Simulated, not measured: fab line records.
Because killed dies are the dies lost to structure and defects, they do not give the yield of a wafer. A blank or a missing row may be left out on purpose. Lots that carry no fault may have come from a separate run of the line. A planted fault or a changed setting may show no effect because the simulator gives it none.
A struck lot beside a sound one ; flow sky130 ; 25 out of 708 route steps
Sound: wafers L482.2, L482.3, L482.4. Wafers L493.2, L493.4, L493.6 were the ones struck. Last of all comes the cause.
Per side, at each step with rows, come the tool, then ch with its chambers, and then its first start. Under that, the readings that differ: sound wafers ; struck wafers ; difference of the means ; sigmas: that difference in standard deviations of wafers without a fault.
alike: words and numbers the same on both sides, and readings whose means are apart by under 2 such deviations; not compared: readings that were withheld, readings missing a value for some wafer, numbers with overlapping values and no deviation given by the record, and bounds like >300 which may hide the same value.
A row with sigmas, a row that says differs or no value, or rows on one side alone: a step with any of these is where the two part. Non-overlapping numbers with no deviation appear without sigmas and do not part them. A reading that every wafer of one side lacks parts them only if that side has two wafers or more.

first, 3 steps without rows for these wafers: SKY_CAP2M_EXPOSE_09 (exposes mask CAP2M, target cd 1000 nm); SKY_CAP2M_PEB_10; SKY_CAP2M_DEVELOP_11 (develop time 60 s).
SKY_CAP2M_OVL_MEAS_12:
  sound on overlay-02 at day 41 19:00; struck on overlay-01 at day 45 14:14
  alike: CAP2M_OVL
SKY_CAP2M_METAL_ETCH_13: etches TiN in Cl2/BCl3, stops on SiO2, target depth 220 nm, time 62.9 s.
  sound on rie_metal-02 ch 0,1, day 41 19:02; struck on rie_metal-04 ch 1, day 45 14:16
  alike: drypump_motor_current_A, oes_product_au, throttle_valve_pct
  not compared: rf_hours_counter_h
SKY_CAP2M_STRIP_14: strips in O2/N2.
  sound on plasma_asher-01 ch 0,1, day 41 19:07; struck on plasma_asher-02 ch 0,1, day 45 14:20
  alike: drypump_motor_current_A, n2_flow_sccm, oes_product_au, strip_time_to_endpoint_s
  not compared: rf_hours_counter_h
then, 6 steps without rows for these wafers: SKY_CAP2M_STRIP_15 (strips in post etch residue remover, time 1200 s); SKY_CAP2M_CLEAN_16 (cleans in IPA, time 180 s); SKY_CAP2M_CLEAN_17 (cleans in O3/DIW); SKY_METAL4_DEHYDRATE_05 (time 60 s); SKY_METAL4_HMDS_06 (prime time 60 s); SKY_METAL4_COAT_07 (resist thk 60 nm).
SKY_METAL4_COAT_08: resist thk 1140 nm.
  sound on litho_track-02 ch 0, day 42 07:00; struck on litho_track-02 ch 0, day 46 01:00
reading;sound;struck;difference;sigmas
model.KrF-thick_of_METAL4_COAT_08.thk_nm (nm);1140 1144 1142;1096 1097 1101;-44;
then, 4 steps without rows for these wafers: SKY_METAL4_SOFTBAKE_09 (time 90 s); SKY_METAL4_EXPOSE_10 (exposes mask MM4, target cd 300 nm); SKY_METAL4_PEB_11; SKY_METAL4_DEVELOP_12 (develop time 60 s).
SKY_METAL4_CD_MEAS_13 targets a cd of 300 nm.
  sound on cd_sem-02 at day 42 19:25; struck on cd_sem-02 at day 46 12:19
reading;sound;struck;difference;sigmas
cd_nm (nm);299.6 302.2 301.2;297.1 297.9 296.9;-3.7;-3
SKY_METAL4_OVL_MEAS_14:
  sound on overlay-01 at day 42 19:31; struck on overlay-02 at day 46 12:25
  alike: METAL4_OVL
SKY_METAL4_DESCUM_15: chemistry O2, time 8 s.
  sound on rie_metal-01 ch 0,1, day 42 19:33; struck on rie_metal-01 ch 0,1, day 46 12:27
  alike: drypump_motor_current_A, oes_product_au
  not compared: rf_hours_counter_h
SKY_METAL4_ETCH_16: etches BARC in N2/H2, stops on SiO2, time 88.2 s, target depth 60 nm.
  sound on rie_metal-01 ch 0,1, day 42 19:35; struck on rie_metal-01 ch 0,1, day 46 12:29
  alike: drypump_motor_current_A, n2_flow_sccm, oes_product_au, throttle_valve_pct
  not compared: rf_hours_counter_h
SKY_METAL4_ETCH_17: etches SiO2 in C4F8/O2/Ar, stops on TiN, time 4.033 s, target depth 15 nm.
  sound on rie_diel-02 ch 0,1,3, day 42 19:41; struck on rie_diel-04 ch 1,2,3, day 46 12:35
  alike: oes_product_au
  not compared: rf_hours_counter_h
SKY_METAL4_METAL_ETCH_18: etches the open film in Cl2/BCl3, stops on SiO2, target depth 845 nm, time 183.1 s.
  sound on rie_metal-04 ch 0,1, day 42 19:42; struck on rie_metal-02 ch 0,1, day 46 12:36
reading;sound;struck;difference;sigmas
model.KrF-thick_of_METAL4_COAT_08.thk_nm (nm);521.6 515.1 530.5;470.9 487.3 473.9;-45.0;
  alike: drypump_motor_current_A, oes_product_au, throttle_valve_pct
  not compared: rf_hours_counter_h
SKY_METAL4_STRIP_19: strips in O2/N2.
  sound on plasma_asher-04 ch 0,1, day 42 19:56; struck on plasma_asher-03 ch 0,1, day 46 12:46
reading;sound;struck;difference;sigmas
drypump_motor_current_A (A);5.0 5.3 5.0;5.9 5.9 6.0;+0.8;+2
oes_product_au (a.u.);0.496 0.499 0.507;0.473 0.490 0.480;-0.020;-4
strip_time_to_endpoint_s (s);6.48 6.42 6.57;5.97 6.14 6.00;-0.45;-5
  alike: n2_flow_sccm
  not compared: rf_hours_counter_h
then, 1 step without rows for these wafers: SKY_METAL4_STRIP_20 (strips in post etch residue remover, time 1200 s).

== WHERE THEY PART ==
Last at SKY_METAL4_STRIP_19 as far as this record goes, first at SKY_METAL4_CD_MEAS_13.

WHY: the cause the simulator had injected
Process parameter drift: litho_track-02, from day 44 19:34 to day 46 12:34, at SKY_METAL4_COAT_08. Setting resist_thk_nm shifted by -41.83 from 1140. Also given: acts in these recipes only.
